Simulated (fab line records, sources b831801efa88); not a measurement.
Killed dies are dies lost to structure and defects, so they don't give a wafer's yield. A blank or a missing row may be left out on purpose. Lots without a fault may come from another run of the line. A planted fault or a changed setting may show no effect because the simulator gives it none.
Which tool did it? | flow gf180mcu | 13 lots, 39 wafers sampled, at 4 steps of a route of 602

WHAT THE GAUGES READ, wafer by wafer
GF_CONTACT_THK_MEAS_03.
lot  | measured     | on            | CONTACT_CVD_02_THK (nm)
L918 | day 15 16:49 | film_metro-02 | 853 871 856
L920 | day 16 12:36 | film_metro-01 | 869 855 865
L921 | day 16 15:34 | film_metro-01 | 851 870 847
L923 | day 17 15:51 | film_metro-04 | 847 839 849
L926 | day 18 15:11 | film_metro-04 | 847 870 863
L927 | day 18 20:27 | film_metro-04 | 856 852 872
L930 | day 20 15:01 | film_metro-04 | 845 852 865
L931 | day 20 15:55 | film_metro-01 | 868 875 886
L932 | day 20 20:59 | film_metro-01 | 849 856 856
L933 | day 20 20:48 | film_metro-04 | 862 853 868
L938 | day 22 18:23 | film_metro-01 | 840 859 869
L939 | day 22 21:14 | film_metro-02 | 868 859 857
L940 | day 23 14:48 | film_metro-01 | 835 855 869

GF_M1_RS_MEAS_05: measures by four-point-probe.
lot  | measured     | on            | M1_ALCU_RS (ohm/sq)
L918 | day 16 16:56 | film_metro-03 | 0.0705 0.0706 0.0693
L920 | day 17 13:35 | film_metro-01 | 0.0699 0.0702 0.0690
L921 | day 17 16:27 | film_metro-02 | 0.0696 0.0694 0.0708
L923 | day 18 17:06 | film_metro-02 | 0.0686 0.0693 0.0691
L926 | day 19 17:23 | film_metro-03 | 0.0703 0.0708 0.0709
L927 | day 19 23:05 | film_metro-03 | 0.0706 0.0709 0.0708
L930 | day 21 17:15 | film_metro-02 | 0.0693 0.0700 0.0700
L931 | day 21 18:02 | film_metro-01 | 0.0686 0.0692 0.0700
L932 | day 21 23:26 | film_metro-02 | 0.0702 0.0699 0.0696
L933 | day 21 22:20 | film_metro-02 | 0.0694 0.0690 0.0692
L938 | day 23 19:12 | film_metro-02 | 0.0703 0.0692 0.0685
L939 | day 23 22:00 | film_metro-03 | 0.0667 0.0679 0.0677
L940 | day 24 15:06 | film_metro-02 | 0.0676 0.0688 0.0677

WHICH TOOL RAN EACH LOT (tool, then ch and the chambers of the sampled wafers, then the start)
lot  | GF_STI_WET_ETCH_26             | GF_SALICIDE_RTA_06
L918 | wet_bench-01 ch 3, day 2 08:54 | rtp_anneal-01 ch 0, day 15 16:20
L920 | wet_bench-02 ch 1, day 2 19:38 | rtp_anneal-01 ch 0, day 16 12:08
L921 | wet_bench-01 ch 3, day 3 00:40 | rtp_anneal-01 ch 0, day 16 15:05
L923 | wet_bench-04 ch 1, day 3 10:56 | rtp_anneal-01 ch 0, day 17 15:23
L926 | wet_bench-01 ch 2, day 4 04:05 | rtp_anneal-01 ch 0, day 18 14:43
L927 | wet_bench-04 ch 1, day 4 07:38 | rtp_anneal-01 ch 0, day 18 19:59
L930 | wet_bench-02 ch 2, day 4 23:53 | rtp_anneal-01 ch 0, day 20 14:33
L931 | wet_bench-02 ch 1, day 5 03:25 | rtp_anneal-01 ch 0, day 20 15:20
L932 | wet_bench-02 ch 3, day 5 09:06 | rtp_anneal-02 ch 0, day 20 20:22
L933 | wet_bench-04 ch 0, day 5 14:16 | rtp_anneal-01 ch 0, day 20 20:14
L938 | wet_bench-04 ch 0, day 6 17:35 | rtp_anneal-01 ch 0, day 22 17:56
L939 | wet_bench-01 ch 2, day 6 22:20 | rtp_anneal-01 ch 0, day 22 20:47
L940 | wet_bench-02 ch 2, day 7 01:59 | rtp_anneal-02 ch 0, day 23 14:17
- GF_STI_WET_ETCH_26: etches SiO2 in dHF, target depth 94 nm, time 188 s.
- GF_SALICIDE_RTA_06: time 30 s.

WHAT THE TOOLS THEMSELVES READ (means of the sampled wafers that have a number; where no wafer has one, the mark that the record gives instead)
GF_STI_WET_ETCH_26.
lot  | tool         | run_length_s (s)
L918 | wet_bench-01 | 213.9
L920 | wet_bench-02 | 215.7
L921 | wet_bench-01 | 213.9
L923 | wet_bench-04 | 214.5
L926 | wet_bench-01 | 136.1
L927 | wet_bench-04 | 214.9
L930 | wet_bench-02 | 213.5
L931 | wet_bench-02 | 215.7
L932 | wet_bench-02 | 212.3
L933 | wet_bench-04 | 213.0
L938 | wet_bench-04 | 213.2
L939 | wet_bench-01 | 213.1
L940 | wet_bench-02 | 213.6

GF_SALICIDE_RTA_06.
lot  | tool          | lamp_power_pct (%) | wafer_temp_C_max
L918 | rtp_anneal-01 | 6.31               | 532.5
L920 | rtp_anneal-01 | 6.31               | 532.7
L921 | rtp_anneal-01 | 6.32               | 532.1
L923 | rtp_anneal-01 | 6.31               | 532.6
L926 | rtp_anneal-01 | 6.31               | 532.5
L927 | rtp_anneal-01 | 6.31               | 532.6
L930 | rtp_anneal-01 | 6.32               | 532.5
L931 | rtp_anneal-01 | 6.32               | 532.6
L932 | rtp_anneal-02 | 6.01               | 531.5
L933 | rtp_anneal-01 | 6.31               | 532.6
L938 | rtp_anneal-01 | 6.31               | 532.5
L939 | rtp_anneal-01 | 6.31               | 532.1
L940 | rtp_anneal-02 | 6.01               | 531.3

THE ANSWER, worked out from the rows above alone
Rule: what is usual is taken from the lots themselves. Put in order of their means at a reading, lots are off if they are a third of the lots or fewer, leave a main group of 4 or more, and stand apart from it by a gap of 3 or more times the standard deviation of the main group's means; of several such gaps the widest counts. A main group whose means are all the same, to the digits that the tables above print for the reading, isn't used. A lot without any number at a reading at which 4 lots or more have one is off too. The other lots that the step has rows for count as sound. The gauges are gone through in route order, then the tools' own readings, and for those a lot's mean is taken as printed above. The first step at which some lot is off is used, and at that step the reading that is off furthest; a lot without a number counts as furthest.
Off: L926, at GF_STI_WET_ETCH_26 (run_length_s). The main group: mean 213.9 s, standard deviation 1.
A tool fits if, at that step or a process step before it, it ran every lot that is off, and no sound lot after the first of them. None of those tried fits.

WHAT THE SIMULATOR HAD PUT IN
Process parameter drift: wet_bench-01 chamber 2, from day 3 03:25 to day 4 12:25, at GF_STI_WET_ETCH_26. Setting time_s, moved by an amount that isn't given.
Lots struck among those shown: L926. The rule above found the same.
